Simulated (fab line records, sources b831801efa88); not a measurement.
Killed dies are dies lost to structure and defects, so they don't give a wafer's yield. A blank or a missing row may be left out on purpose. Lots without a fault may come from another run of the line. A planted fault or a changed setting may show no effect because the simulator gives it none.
A struck lot beside a sound one | flow sky130 | 23 steps out of a route of 708
Sound: wafers L892.1, L892.4, L892.5. Struck: wafers L900.1, L900.4, L900.6. The cause comes at the end.
At each step with rows: each side's tool, then ch and its chambers, then its first start. Under that, the readings that differ: sound wafers | struck wafers | difference of the means | sigmas: that difference in standard deviations of wafers without a fault.
alike: readings whose means differ by less than 2 such deviations, and words and numbers that are the same on both sides. not compared: withheld readings, readings that some wafer has no value for, bounds like >300 that may hide the same value, and numbers for which the record gives no deviation and whose values overlap.
The two part at a step that has a row with sigmas, a row that says differs or no value, or rows on one side only. Numbers that don't overlap but have no deviation are shown without sigmas and don't part them. A reading that every wafer of one side lacks parts them only if that side has two wafers or more.

first, 3 steps without rows for these wafers: SKY_RES_PROTECT_PEB_05; SKY_RES_PROTECT_DEVELOP_06 (develop time 60 s); SKY_POLY_GATE_IMPLANT_02.
SKY_RES_PROTECT_STRIP_07: strips in O2/N2.
  sound on plasma_asher-02 ch 0,1, day 15 03:53; struck on plasma_asher-02 ch 0,1, day 17 19:21
  reading             | sound             | struck            | difference | sigmas
  n2_flow_sccm (sccm) | 300.0 299.1 299.5 | 300.9 302.9 302.1 | +2.4       | +2
  alike: drypump_motor_current_A, oes_product_au, strip_time_to_endpoint_s
  not compared: rf_hours_counter_h
SKY_RES_PROTECT_TW_MEAS_08:
  sound on film_metro-01, day 15 03:59; struck on film_metro-04, day 17 19:27
  alike: POLY_GATE_TW
then, 2 steps without rows for these wafers: SKY_RES_PROTECT_CLEAN_09 (cleans in SC1/SC2, time 150 s); SKY_POLY_GATE_CVD_03 (deposits Si3N4 from DCS/NH3, target thk 75 nm, time 1290 s).
SKY_POLY_GATE_THK_MEAS_04:
  sound on film_metro-02, day 15 08:58; struck on film_metro-01, day 17 21:47
  alike: POLY_GATE_CVD_03_THK
then, 4 steps without rows for these wafers: SKY_POLY_GATE_DEHYDRATE_05 (time 60 s); SKY_POLY_GATE_HMDS_06 (prime time 60 s); SKY_POLY_GATE_COAT_07 (resist thk 110 nm); SKY_POLY_GATE_COAT_08 (resist thk 450 nm).
SKY_POLY_GATE_SOFTBAKE_09: time 90 s.
  sound on litho_track-01 ch 0, day 15 22:00; struck on litho_track-01 ch 0, day 18 12:00
  reading                  | sound              | struck            | difference | sigmas
  heater_power_total_W (W) | 57.46 57.23 57.26  | 52.07 51.97 51.81 | -5.37      | -49
  plate_temp_C (C)         | 99.94 100.12 99.94 | 93.47 93.40 93.30 | -6.61      | -60
then, 2 steps without rows for these wafers: SKY_POLY_GATE_EXPOSE_10 (exposes mask P1M, target cd 150 nm); SKY_POLY_GATE_PEB_11.
SKY_POLY_GATE_DEVELOP_12: develop time 60 s.
  sound on litho_track-02 ch 0; struck on litho_track-01 ch 0
  reading                                          | sound             | struck          | difference | sigmas
  model.KrF-thick_of_POLY_GATE_COAT_08.thk_nm (nm) | 435.5 435.3 435.9 | 439.1 441 439.7 | +4.4       |
SKY_POLY_GATE_CD_MEAS_13: target cd 150 nm.
  sound on cd_sem-01, day 16 12:53; struck on cd_sem-01, day 19 04:38
  alike: cd_nm
SKY_POLY_GATE_OVL_MEAS_14:
  sound on overlay-01, day 16 13:00; struck on overlay-01, day 19 04:45
  alike: POLY_GATE_OVL
SKY_POLY_GATE_ETCH_15: etches BARC in N2/H2, stops on SiO2, time 118.5 s, target depth 110 nm.
  sound on rie_diel-02 ch 1,2,3, day 16 13:02; struck on rie_diel-01 ch 0,2,3, day 19 04:47
  alike: drypump_motor_current_A, n2_flow_sccm, oes_product_au, throttle_valve_pct
  not compared: rf_hours_counter_h
SKY_POLY_GATE_ETCH_16: etches Si3N4 in CH3F/O2, stops on poly-Si, time 147.5 s, target depth 75 nm.
  sound on rie_diel-02 ch 1,2,3, day 16 13:07; struck on rie_diel-01 ch 0,2,3, day 19 04:52
  alike: drypump_motor_current_A, oes_product_au, throttle_valve_pct
  not compared: rf_hours_counter_h
SKY_POLY_GATE_ETCH_17: etches poly-Si in HBr/Cl2, stops on SiO2, target depth 180 nm, time 70.5 s.
  sound on rie_si-02 ch 1,2,3, day 16 13:13; struck on rie_si-01 ch 0,1,2, day 19 04:58
  reading                     | sound       | struck      | difference | sigmas
  drypump_motor_current_A (A) | 6.2 6.1 6.2 | 5.0 5.1 5.0 | -1.1       | -2
  alike: mfc_cl2_sccm, oes_product_au, throttle_valve_pct
  not compared: rf_hours_counter_h, model.KrF-thick_of_POLY_GATE_COAT_08.thk_nm
SKY_POLY_GATE_STRIP_18: strips in O2/N2.
  sound on plasma_asher-04 ch 1, day 16 13:16; struck on plasma_asher-02 ch 0,1, day 19 05:01
  alike: drypump_motor_current_A, n2_flow_sccm, oes_product_au, strip_time_to_endpoint_s
  not compared: rf_hours_counter_h
-- the record jumps here: 29 days lie between the struck wafers' starts before and after (it left off in module POLY_GATE and takes up again in module PAD_OPEN, whose first step shown is number 708 of the route) --
SKY_PAD_OPEN_PROBE_99:
  the record has rows for the struck wafers here (prober-01, day 47 19:26) and none for the sound ones

WHERE THEY PART
First at SKY_RES_PROTECT_STRIP_07; last, within this record, at SKY_PAD_OPEN_PROBE_99.

WHY: what the simulator had put in
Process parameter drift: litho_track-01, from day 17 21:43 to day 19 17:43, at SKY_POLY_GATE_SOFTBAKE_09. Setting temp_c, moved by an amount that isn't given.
